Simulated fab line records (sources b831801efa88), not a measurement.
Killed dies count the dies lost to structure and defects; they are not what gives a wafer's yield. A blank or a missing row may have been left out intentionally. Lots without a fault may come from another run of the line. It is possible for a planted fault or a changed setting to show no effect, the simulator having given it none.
fab line records -- flow gf180mcu
record lots=14, wafers=42, last_day=34
route steps=602 shown POLY_GATE@157 HV_LDD@195 M1@316 V2@404
lots that met no fault: from a run of the same line without faults
start_h: hours from the record's opening day to when the first of the lot's shown wafers began -- wait_h: time in hours since the lot's previous step -- " identical to the entry in the row above -- L1.1+2: several wafers, shown together as one row -- - no value, or no start was given -- * or withheld: withheld -- < > ~ a bound
route shown NAME@n: names a module that has steps shown in the file, with the first one's number in the route -- usual: average and standard deviation across the fault-free wafers -- same: alike in all rows -- chamber/n: place in a boat -- sites: per-site readings -- _std_site: the values' standard deviation -- _edge_site: mean of outer sites minus mean of inner sites -- radius_mm: for every site, how far away it sits from the centre of the wafer -- mask NAME#n: copy n -- behind: the tool/chamber that last shaped the wafer -- hold: reason for holding the lot/hours on hold/outcome of the hold -- device: the n, p or np transistor that did not switch -- end of line: the tests these same wafers got at the end of their route -- for a step that has no rows: nothing shown but its recipe -- killed: not the wafer's yield, but the dies lost to structure and defects at the first sort -- map: a wafer's dies, x killed, . not, _ none there
set.NAME: the setting the step ran with; set.NAME@STEP: the setting that earlier step ran with -- model.NAME: the simulator's own value behind a step, which no gauge read
the route's steps for a sample of lots (tables are steps, rows are wafers)
services: a tool's chamber out of use, with start hour (start_h, from the record's first day; less than 0 if before it), hours out, and reason
## steps
# step GF_POLY_GATE_CVD_00
# recipe material=poly-Si, target_thk_nm=200, temp_c=620, time_s=1200, pressure_mtorr=200
# usual spike_tc_upper_C=619.8/1.2
lot.wafer,tool,chamber,start_h,wait_h,spike_tc_upper_C
L206.3,lpcvd-02,0,178.33,0.3,620.0
L206.4,lpcvd-02,0,178.33,0.3,619.9
L206.6,lpcvd-02,0,178.33,0.3,619.9
L207.3,lpcvd-01,1,183.74,0.0,620.4
L207.4,lpcvd-01,1,183.74,0.0,620.2
L207.6,lpcvd-01,1,183.74,0.0,619.2
L208.1,lpcvd-01,0,189.94,0.0,618.6
L208.5,lpcvd-01,0,189.94,0.0,618.9
L208.6,lpcvd-01,0,189.94,0.0,619.9
L209.1,lpcvd-02,0,197.28,0.6,620.7
L209.3,lpcvd-02,0,197.28,0.6,621.4
L209.4,lpcvd-02,0,197.28,0.6,618.8
L210.1,lpcvd-01,1,206.39,0.0,620.0
L210.5,lpcvd-01,1,206.39,0.0,619.4
L210.6,lpcvd-01,1,206.39,0.0,619.2
L212.1,lpcvd-02,1,221.13,0.0,621.6
L212.4,lpcvd-02,1,221.13,0.0,622.4
L212.5,lpcvd-02,1,221.13,0.0,619.7
L213.3,lpcvd-01,0,229.32,0.0,618.9
L213.4,lpcvd-01,0,229.32,0.0,618.6
L213.5,lpcvd-01,0,229.32,0.0,618.7
L214.1,lpcvd-01,0,233.74,0.0,619.8
L214.2,lpcvd-01,0,233.74,0.0,619.1
L214.4,lpcvd-01,0,233.74,0.0,618.8
L215.2,lpcvd-02,0,244.09,0.0,619.1
L215.3,lpcvd-02,0,244.09,0.0,620.4
L215.6,lpcvd-02,0,244.09,0.0,620.1
L216.2,lpcvd-02,0,249.11,0.0,619.7
L216.4,lpcvd-02,0,249.11,0.0,620.4
L216.5,lpcvd-02,0,249.11,0.0,619.5
L217.1,lpcvd-02,1,255.20,0.0,618.6
L217.3,lpcvd-02,1,255.20,0.0,619.9
L217.6,lpcvd-02,1,255.20,0.0,619.1
L220.1,lpcvd-02,0,274.24,0.0,619.9
L220.2,lpcvd-02,0,274.24,0.0,619.6
L220.3,lpcvd-02,0,274.24,0.0,619.1
L228.2,lpcvd-01,0,330.34,0.0,620.4
L228.3,lpcvd-01,0,330.34,0.0,618.1
L228.6,lpcvd-01,0,330.34,0.0,618.1
L229.1,lpcvd-01,0,344.50,0.0,619.8
L229.3,lpcvd-01,0,344.50,0.0,618.9
L229.5,lpcvd-01,0,344.50,0.0,619.1
# step GF_POLY_GATE_THK_MEAS_01
# recipe reads=poly-Si_of_POLY_GATE_CVD_00
# usual POLY_GATE_CVD_00_THK=199.7/2.1
lot.wafer,tool,chamber,start_h,wait_h,POLY_GATE_CVD_00_THK[nm]
L206.3,film_metro-03,-,179.68,0.0,200.4
L206.4,film_metro-03,-,179.68,0.0,199.9
L206.6,film_metro-03,-,179.68,0.0,199.6
L207.3,film_metro-02,-,185.19,0.1,198.8
L207.4,film_metro-02,-,185.19,0.1,199.3
L207.6,film_metro-02,-,185.19,0.1,197.3
L208.1,film_metro-03,-,191.27,0.0,199.9
L208.5,film_metro-03,-,191.27,0.0,200.9
L208.6,film_metro-03,-,191.27,0.0,201.7
L209.1,film_metro-01,-,198.61,0.0,198.6
L209.3,film_metro-01,-,198.61,0.0,200.2
L209.4,film_metro-01,-,198.61,0.0,200.2
L210.1,film_metro-02,-,207.72,0.0,203.7
L210.5,film_metro-02,-,207.72,0.0,202.3
L210.6,film_metro-02,-,207.72,0.0,200.9
L212.1,film_metro-01,-,222.46,0.0,199.8
L212.4,film_metro-01,-,222.46,0.0,198.6
L212.5,film_metro-01,-,222.46,0.0,198.4
L213.3,film_metro-01,-,230.67,0.0,197.0
L213.4,film_metro-01,-,230.67,0.0,198.8
L213.5,film_metro-01,-,230.67,0.0,198.7
L214.1,film_metro-03,-,235.07,0.0,200.0
L214.2,film_metro-03,-,235.07,0.0,201.3
L214.4,film_metro-03,-,235.07,0.0,202.6
L215.2,film_metro-01,-,245.43,0.0,203.2
L215.3,film_metro-01,-,245.43,0.0,203.3
L215.6,film_metro-01,-,245.43,0.0,202.8
L216.2,film_metro-02,-,250.46,0.0,200.5
L216.4,film_metro-02,-,250.46,0.0,200.4
L216.5,film_metro-02,-,250.46,0.0,200.2
L217.1,film_metro-03,-,256.53,0.0,203.3
L217.3,film_metro-03,-,256.53,0.0,204.5
L217.6,film_metro-03,-,256.53,0.0,203.3
L220.1,film_metro-01,-,275.57,0.0,200.1
L220.2,film_metro-01,-,275.57,0.0,199.8
L220.3,film_metro-01,-,275.57,0.0,198.2
L228.2,film_metro-02,-,331.69,0.0,333.2
L228.3,film_metro-02,-,331.69,0.0,335.0
L228.6,film_metro-02,-,331.69,0.0,334.4
L229.1,film_metro-02,-,345.83,0.0,336.2
L229.3,film_metro-02,-,345.83,0.0,336.1
L229.5,film_metro-02,-,345.83,0.0,334.4
# step GF_HV_LDD_CD_MEAS_19
# recipe target_cd_nm=400
# usual cd_nm=400.5/1.7
lot.wafer,tool,chamber,start_h,wait_h,cd_nm
L206.3,cd_sem-02,-,232.75,0.1,400.1
L206.4,cd_sem-02,-,232.75,0.1,400.1
L206.6,cd_sem-02,-,232.75,0.1,400.9
L207.3,cd_sem-01,-,239.30,0.1,401.2
L207.4,cd_sem-01,-,239.30,0.1,403.7
L207.6,cd_sem-01,-,239.30,0.1,400.9
L208.1,cd_sem-01,-,245.26,0.1,400.9
L208.5,cd_sem-01,-,245.26,0.1,401.1
L208.6,cd_sem-01,-,245.26,0.1,398.7
L209.1,cd_sem-02,-,254.56,0.1,399.1
L209.3,cd_sem-02,-,254.56,0.1,399.4
L209.4,cd_sem-02,-,254.56,0.1,401.2
L210.1,cd_sem-01,-,265.25,0.1,400.6
L210.5,cd_sem-01,-,265.25,0.1,397.5
L210.6,cd_sem-01,-,265.25,0.1,400.3
L212.1,cd_sem-02,-,284.21,0.1,398.4
L212.4,cd_sem-02,-,284.21,0.1,395.8
L212.5,cd_sem-02,-,284.21,0.1,400.1
L213.3,cd_sem-01,-,290.69,0.1,402.3
L213.4,cd_sem-01,-,290.69,0.1,401.8
L213.5,cd_sem-01,-,290.69,0.1,402.1
L214.1,cd_sem-02,-,295.65,0.1,398.4
L214.2,cd_sem-02,-,295.65,0.1,399.9
L214.4,cd_sem-02,-,295.65,0.1,399.8
L215.2,cd_sem-02,-,305.87,0.1,399.8
L215.3,cd_sem-02,-,305.87,0.1,399.2
L215.6,cd_sem-02,-,305.87,0.1,400.1
L216.2,cd_sem-01,-,311.27,0.1,399.5
L216.4,cd_sem-01,-,311.27,0.1,399.4
L216.5,cd_sem-01,-,311.27,0.1,400.4
L217.1,cd_sem-01,-,319.15,0.1,400.2
L217.3,cd_sem-01,-,319.15,0.1,399.9
L217.6,cd_sem-01,-,319.15,0.1,400.9
L220.1,cd_sem-01,-,339.91,0.1,400.0
L220.2,cd_sem-01,-,339.91,0.1,399.4
L220.3,cd_sem-01,-,339.91,0.1,400.0
L228.2,cd_sem-01,-,398.82,0.1,401.0
L228.3,cd_sem-01,-,398.82,0.1,400.9
L228.6,cd_sem-01,-,398.82,0.1,399.5
L229.1,cd_sem-01,-,418.20,0.1,400.0
L229.3,cd_sem-01,-,418.20,0.1,401.5
L229.5,cd_sem-01,-,418.20,0.1,398.8
# step GF_M1_SPUTTER_01
# recipe material=TiN, target_thk_nm=30, power_w=6500, time_s=25, chamber_pressure_pa=0.3918
# usual throttle_valve_pct=29.8/1.1
lot.wafer,tool,chamber,start_h,wait_h,throttle_valve_pct
L206.3,pvd_sputter-03,-,360.92,0.1,30.3
L206.4,pvd_sputter-03,-,360.92,0.1,30.7
L206.6,pvd_sputter-03,-,360.92,0.1,30.5
L207.3,pvd_sputter-04,-,370.81,0.1,28.8
L207.4,pvd_sputter-04,-,370.81,0.1,29.3
L207.6,pvd_sputter-04,-,370.81,0.1,30.2
L208.1,pvd_sputter-03,-,378.31,0.1,30.3
L208.5,pvd_sputter-03,-,378.31,0.1,30.3
L208.6,pvd_sputter-03,-,378.31,0.1,28.8
L209.1,pvd_sputter-03,-,387.48,0.1,30.8
L209.3,pvd_sputter-03,-,387.48,0.1,30.1
L209.4,pvd_sputter-03,-,387.48,0.1,29.6
L210.1,pvd_sputter-03,-,401.16,0.1,30.5
L210.5,pvd_sputter-03,-,401.16,0.1,28.9
L210.6,pvd_sputter-03,-,401.16,0.1,30.6
L212.1,pvd_sputter-04,-,424.25,0.1,29.4
L212.4,pvd_sputter-04,-,424.25,0.1,30.0
L212.5,pvd_sputter-04,-,424.25,0.1,30.0
L213.3,pvd_sputter-02,-,429.49,0.1,27.8
L213.4,pvd_sputter-02,-,429.49,0.1,32.2
L213.5,pvd_sputter-02,-,429.49,0.1,31.6
L214.1,pvd_sputter-03,-,433.79,0.1,28.8
L214.2,pvd_sputter-03,-,433.79,0.1,30.2
L214.4,pvd_sputter-03,-,433.79,0.1,29.4
L215.2,pvd_sputter-03,-,446.02,0.1,28.7
L215.3,pvd_sputter-03,-,446.02,0.1,30.5
L215.6,pvd_sputter-03,-,446.02,0.1,28.5
L216.2,pvd_sputter-02,-,454.07,0.1,32.1
L216.4,pvd_sputter-02,-,454.07,0.1,31.5
L216.5,pvd_sputter-02,-,454.07,0.1,27.5
L217.1,pvd_sputter-04,-,462.46,0.1,29.3
L217.3,pvd_sputter-04,-,462.46,0.1,28.9
L217.6,pvd_sputter-04,-,462.46,0.1,29.0
L220.1,pvd_sputter-03,-,487.55,0.1,29.6
L220.2,pvd_sputter-03,-,487.55,0.1,30.1
L220.3,pvd_sputter-03,-,487.55,0.1,28.9
L228.2,pvd_sputter-04,-,548.25,0.1,29.2
L228.3,pvd_sputter-04,-,548.25,0.1,29.9
L228.6,pvd_sputter-04,-,548.25,0.1,30.2
L229.1,pvd_sputter-03,-,567.35,0.1,30.7
L229.3,pvd_sputter-03,-,567.35,0.1,28.9
L229.5,pvd_sputter-03,-,567.35,0.1,30.2
# step GF_V2_SPUTTER_22
# recipe material=TiN, target_thk_nm=10, chamber_pressure_pa=5, power_w=4000, time_s=40
# usual throttle_valve_pct=30.3/1.4
lot.wafer,tool,chamber,start_h,wait_h,throttle_valve_pct
L206.3,pvd_sputter-04,-,457.89,0.0,28.9
L206.4,pvd_sputter-04,-,457.89,0.0,28.9
L206.6,pvd_sputter-04,-,457.89,0.0,28.9
L207.3,pvd_sputter-04,-,472.43,0.0,28.8
L207.4,pvd_sputter-04,-,472.43,0.0,28.7
L207.6,pvd_sputter-04,-,472.43,0.0,30.1
L208.1,pvd_sputter-01,-,477.88,0.0,32.1
L208.5,pvd_sputter-01,-,477.88,0.0,31.4
L208.6,pvd_sputter-01,-,477.88,0.0,32.1
L209.1,pvd_sputter-01,-,487.62,0.0,29.3
L209.3,pvd_sputter-01,-,487.62,0.0,29.5
L209.4,pvd_sputter-01,-,487.62,0.0,32.2
L210.1,pvd_sputter-02,-,500.42,0.0,31.1
L210.5,pvd_sputter-02,-,500.42,0.0,31.6
L210.6,pvd_sputter-02,-,500.42,0.0,31.1
L212.1,pvd_sputter-01,-,524.71,0.0,29.6
L212.4,pvd_sputter-01,-,524.71,0.0,32.0
L212.5,pvd_sputter-01,-,524.71,0.0,32.2
L213.3,pvd_sputter-02,-,531.38,0.0,31.2
L213.4,pvd_sputter-02,-,531.38,0.0,31.8
L213.5,pvd_sputter-02,-,531.38,0.0,31.2
L214.1,pvd_sputter-02,-,533.51,0.0,27.9
L214.2,pvd_sputter-02,-,533.51,0.0,31.3
L214.4,pvd_sputter-02,-,533.51,0.0,32.1
L215.2,pvd_sputter-01,-,545.22,0.0,32.0
L215.3,pvd_sputter-01,-,545.22,0.0,31.2
L215.6,pvd_sputter-01,-,545.22,0.0,32.2
L216.2,pvd_sputter-04,-,553.77,0.0,28.8
L216.4,pvd_sputter-04,-,553.77,0.0,29.2
L216.5,pvd_sputter-04,-,553.77,0.0,28.8
L217.1,pvd_sputter-01,-,560.98,0.0,32.3
L217.3,pvd_sputter-01,-,560.98,0.0,29.3
L217.6,pvd_sputter-01,-,560.98,0.0,32.1
L220.1,pvd_sputter-02,-,582.84,0.0,31.9
L220.2,pvd_sputter-02,-,582.84,0.0,31.9
L220.3,pvd_sputter-02,-,582.84,0.0,31.2
L228.2,pvd_sputter-04,-,640.08,0.0,30.0
L228.3,pvd_sputter-04,-,640.08,0.0,28.8
L228.6,pvd_sputter-04,-,640.08,0.0,29.0
L229.1,pvd_sputter-02,-,655.07,0.0,31.4
L229.3,pvd_sputter-02,-,655.07,0.0,27.8
L229.5,pvd_sputter-02,-,655.07,0.0,31.9
## services
tool,chamber,start_h,hours,kind
pvd_sputter-03,3,166.42,-,consumable_replace:kit
pvd_sputter-03,3,166.42,18.0,scheduled_down
pvd_sputter-03,3,166.42,18.0,vent_cycle
lpcvd-01,-,178.90,0.7,repair
pvd_sputter-04,-,182.20,13.9,repair
lpcvd-01,-,195.80,1.7,repair
pvd_sputter-04,-,198.74,4.2,repair
pvd_sputter-02,-,222.79,8.0,repair
pvd_sputter-04,1,224.24,-,consumable_replace:kit
pvd_sputter-04,1,224.24,18.0,scheduled_down
pvd_sputter-03,-,273.35,25.0,repair
lpcvd-01,-,340.84,1.1,repair
pvd_sputter-04,-,342.45,6.6,repair
pvd_sputter-02,-,345.60,19.6,repair
pvd_sputter-04,-,349.37,8.1,repair
pvd_sputter-04,-,379.39,1.8,repair
lpcvd-01,-,393.56,17.2,pm
pvd_sputter-01,-,397.23,3.1,repair
pvd_sputter-01,-,409.27,2.7,repair
pvd_sputter-04,-,425.27,1.0,repair
pvd_sputter-03,-,494.08,28.4,repair
pvd_sputter-04,-,513.52,12.6,repair
pvd_sputter-02,-,611.47,2.0,repair
pvd_sputter-03,-,638.29,14.1,repair
## key
first_sign step=GF_POLY_GATE_THK_MEAS_01, reading=POLY_GATE_CVD_00_THK, direction=up, sigmas=66, usual=199.7, struck=334.9
effect none on later readings
met_at GF_POLY_GATE_CVD_00
struck_lots L228,L229
tester_left_out L228,L229
not_acting_at GF_HV_LDD_CD_MEAS_19,GF_M1_SPUTTER_01,GF_V2_SPUTTER_22
onset_between 233.74 330.34
also_fits time
fault kind=process_parameter_drift, tool=lpcvd-01, chamber=-, onset_h=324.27, steps=GF_POLY_GATE_CVD_00, channel=target_thk_nm, offset=137.47, shape=step, end_h=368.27, acts_in=these_recipes_only, stated=200
# tester_left_out: of these lots the tester's yield and bins aren't shown, on N5 and GAA mostly nor the transistor test; their killed dies are dies lost to structure and defects alone, not to doping, threshold or leakage, so they don't give the yield
